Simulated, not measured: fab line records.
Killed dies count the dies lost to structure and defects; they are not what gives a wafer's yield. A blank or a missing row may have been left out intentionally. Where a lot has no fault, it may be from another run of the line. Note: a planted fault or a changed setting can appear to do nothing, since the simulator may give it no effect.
Matching of chambers ; flow sky130 ; SKY_VIA1_CMP_02 on cmp-01: 4 sister chambers
The step polishes SiO2. 22 wafers are shown with their chamber, then 11 later ones without.

## EACH WAFER AND ITS CHAMBER
wafer;chamber;motorCurrentA (A);edgeZonePressureFrac
L075.1;1;11.4;0.994
L075.3;3;14.8;0.998
L075.6;2;10.0;0.995
L079.3;1;12.6;0.994
L079.5;0;12.5;0.996
L079.6;3;15.0;0.995
L083.2;3;14.7;0.993
L083.3;1;12.2;1.001
L083.6;2;10.3;1.005
L084.2;1;12.1;1.006
L084.3;0;12.9;0.999
L084.5;3;15.0;0.996
L087.1;2;10.9;0.994
L087.2;3;15.8;0.997
L087.5;1;12.1;1.003
L088.3;2;10.6;1.004
L088.4;3;15.3;1.003
L088.5;1;12.1;0.995
L089.1;2;10.7;0.996
L089.2;3;15.3;0.998
L089.3;0;12.4;1.001
L091.2;1;11.9;1.002

SIGNATURES (means of the wafers above)
reading;chamber 0;chamber 1;chamber 2;chamber 3;scatter within a chamber
motorCurrentA;12.600;12.057;10.500;15.129;0.354
edgeZonePressureFrac;0.99867;0.99929;0.99880;0.99714;0.00425
Rule: distance of a wafer from a chamber = root of the sum over the readings of ((wafer's reading minus chamber's mean) / reading's scatter) squared. The wafer belongs to the nearest chamber; if the next one is less than 2 further off, it can't be placed. How the scatter is found: for the shown wafers, subtract from each reading the mean of its chamber, square and add these, divide the total by (wafers less chambers), then take the root.

## WAFERS WHOSE CHAMBER IS MISSING
wafer;motorCurrentA (A);edgeZonePressureFrac
L091.3;10.7;0.996
L091.4;15.4;1.005
L093.2;15.9;0.999
L093.5;10.8;1.001
L093.6;11.5;0.995
L095.1;12.3;1.005
L095.4;10.5;1.002
L095.5;10.9;0.998
L097.3;11.1;1.004
L097.5;14.9;0.995
L097.6;12.4;0.994

## THE CHAMBER EACH PASSED THROUGH
wafer;from the rows above;in truth
L091.3;2;2
L091.4;3;3
L093.2;3;3
L093.5;2;2
L093.6;can't be placed: 1 or 2 or 0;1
L095.1;can't be placed: 1 or 0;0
L095.4;2;2
L095.5;2;2
L097.3;can't be placed: 2 or 1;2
L097.5;3;3
L097.6;can't be placed: 0 or 1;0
Correctly placed: 7 of 11. Cannot be placed on the basis of these rows: 4; the candidates contain the true chamber in 4. Placed wrongly: 0.
